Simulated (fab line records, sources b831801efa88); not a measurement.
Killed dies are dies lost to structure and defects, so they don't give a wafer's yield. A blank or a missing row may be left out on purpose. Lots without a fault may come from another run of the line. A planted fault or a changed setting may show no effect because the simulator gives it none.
Chamber matching | flow gf180mcu | GF_HV_LDD_ETCHBACK_58 on rie_diel-03: 4 sister chambers
The step etches Si3N4 in CH3F/O2, stops on SiO2, time 100 s, target depth 90 nm. 4 wafers are shown with their chamber, then 7 later ones without.

WAFERS WITH THEIR CHAMBER
wafer  | chamber | drypump_motor_current_A (A)
L490.2 | 0       | 6.1
L494.5 | 2       | 5.0
L494.6 | 1       | 6.4
L497.4 | 3       | 6.2

WAFERS WITHOUT THEIR CHAMBER
wafer  | drypump_motor_current_A (A)
L497.5 | 6.5
L499.2 | 5.0
L499.4 | 6.2
L499.6 | 6.1
L503.4 | 6.2
L503.5 | 6.2
L503.6 | 6.0

WHICH CHAMBER EACH WENT THROUGH
wafer  | from the rows above     | in truth
L497.5 | 1                       | 1
L499.2 | 2                       | 2
L499.4 | can't be placed: 3 or 0 | 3
L499.6 | can't be placed: 0 or 3 | 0
L503.4 | can't be placed: 3 or 0 | 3
L503.5 | can't be placed: 3 or 0 | 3
L503.6 | can't be placed: 0 or 3 | 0
Placed correctly: 2 of 7. Can't be placed from these rows: 5 (the true chamber is among the candidates in 5). Placed wrongly: 0.
How it was worked out, from the rows above alone: a wafer's distance from a chamber is the root of the sum, over the readings, of the square of ((its reading less the chamber's mean) divided by the reading's scatter). The wafer belongs to the nearest chamber; if the next one is less than 2 further off, it can't be placed. A chamber's mean is the mean of its shown wafers. The scatter: with one shown wafer a chamber, the root of the mean of the squares of how far each hidden wafer lies from its nearest shown one.
